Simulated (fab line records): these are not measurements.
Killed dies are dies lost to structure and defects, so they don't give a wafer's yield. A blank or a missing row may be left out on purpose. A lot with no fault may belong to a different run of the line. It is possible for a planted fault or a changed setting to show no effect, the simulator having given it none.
Comparing a struck lot with a sound one :: flow sky130 :: 16 steps out of a route of 708
Sound: wafers L760.1, L760.3, L760.6. Struck: wafer L745.3; the same lot's L745.6 was not struck, so it is left out; see the end for the cause.
Per side, at each step with rows, come the tool, then ch with its chambers, and then its first start. Under that, the readings that differ: sound wafers :: struck wafers :: difference of the means :: sigmas: that difference in standard deviations of wafers without a fault.
alike: readings with means less than 2 such deviations apart, plus words and numbers identical on both sides. not compared: withheld readings, readings lacking a value on some wafer, bounds such as >300 that could conceal the same value, and numbers that have no deviation in the record and whose values overlap.
A row with sigmas, a row that says differs or no value, or rows on one side alone: a step with any of these is where the two part. When numbers do not overlap yet have no deviation, they are printed without sigmas and do not part them. Lack of a reading on every wafer of one side parts them only where that side has two or more wafers.

SKY_SD_N_OVL_MEAS_08:
  sound on overlay-01 at day 34 21:49; struck on overlay-02 at day 30 15:35
  alike: SD_N_OVL
then, 2 steps without rows for these wafers: SKY_SD_N_IMPLANT_09; SKY_SD_N_IMPLANT_10.
SKY_SD_N_STRIP_11: strips in O2/N2.
  sound on plasma asher-01 ch 0,1, day 34 22:09; struck on plasma asher-04 ch 0, day 30 15:57
reading: strip time to endpoint s (s)
sound: 22.55 22.52 22.56
struck: 22.64
difference: +0.10
sigmas: +2
  alike: drypump motor current A, oes product au
  not compared: rf hours counter h
SKY_SD_N_TW_MEAS_12:
  sound on film metro-03 at day 34 22:15; struck on film metro-03 at day 30 16:02
  alike: SD_N_TW
then, 1 step without rows for these wafers: SKY_SD_N_CLEAN_13 (cleans in SC1/SC2, time 150 s).
SKY_SD_N_RTA_14: time 2 s.
  sound on rtp anneal-01 ch 0, day 34 22:22; struck on rtp anneal-02 ch 0, day 30 16:11
  alike: lamp power pct, wafer_temp_C_max
SKY_SD_N_RS_MEAS_16: measurement is done with a four-point probe.
  sound on film metro-03 at day 34 22:32; struck on film metro-01 at day 30 16:23
reading: SD_N_RS (ohm/sq)
sound: 68.55 68.51 68.71
struck: 68.25
difference: -0.34
sigmas: -3
SKY_SD_N_RS_MEAS_17: measurement is done with a four-point probe.
  sound on film metro-03 at day 34 22:40; struck on film metro-01 at day 30 16:31
  alike: SD_P_RS
SKY_SD_N_RS_MEAS_18: measurement is done with a four-point probe.
  sound on film metro-03 at day 34 22:47; struck on film metro-01 at day 30 16:38
reading: RES_XHIGH_RS (ohm/sq)
sound: 331.6 332.3 331.4
struck: 335.5
difference: +3.7
sigmas: +3
then, 1 step without rows for these wafers: SKY_SALICIDE_CLEAN_00 (cleans in HF-last, time 30 s).
SKY_LI_CONTACT_HDPCVD_00: deposits PSG, target thk 930 nm, time 155 s.
  sound on hdpcvd-01 ch 0,1, day 34 22:55; struck on hdpcvd-01 ch 2, day 30 16:43
reading: run length s (s)
sound: 182.2 181.9 182.2
struck: 290.2
difference: +108.1
sigmas: +99 or more

reading: model.PSG_of_LI_CONTACT_HDPCVD_00.thk nm (nm)
sound: 938.2 925.1 931
struck: 1557
difference: +626
sigmas: 
  alike: susceptor temp C
SKY_LI_CONTACT_THK_MEAS_01:
  sound on film metro-01 at day 34 23:01; struck on film metro-04 at day 30 16:51
reading: LI_CONTACT_HDPCVD_THK (nm)
sound: 938 925 931
struck: 1556
difference: +625
sigmas: +73
SKY_LI_CONTACT_CMP_02: polishes PSG.
  sound on cmp-02 ch 1,3, day 34 23:05; struck on cmp-02 ch 3, day 30 16:59
reading: time to endpoint s (s)
sound: 31.1 27.8 28.2
struck: 88.0
difference: +59.0
sigmas: +20
  alike: motor current A
SKY_LI_CONTACT_BOW_MEAS_03:
  sound on film metro-03 at day 34 23:23; struck on film metro-01 at day 30 17:14
reading: LI_CONTACT_BOW (um)
sound: 49 47 47
struck: 69
difference: +21
sigmas: +3
SKY_PAD_OPEN_PROBE_99:
  the record has rows for the sound wafers here (prober-01, day 50 16:55) and none for the struck ones

== WHERE THEY PART ==
At SKY_SD_N_STRIP_11 first; at SKY_PAD_OPEN_PROBE_99 last (within this record only).

WHY: the cause the simulator had injected
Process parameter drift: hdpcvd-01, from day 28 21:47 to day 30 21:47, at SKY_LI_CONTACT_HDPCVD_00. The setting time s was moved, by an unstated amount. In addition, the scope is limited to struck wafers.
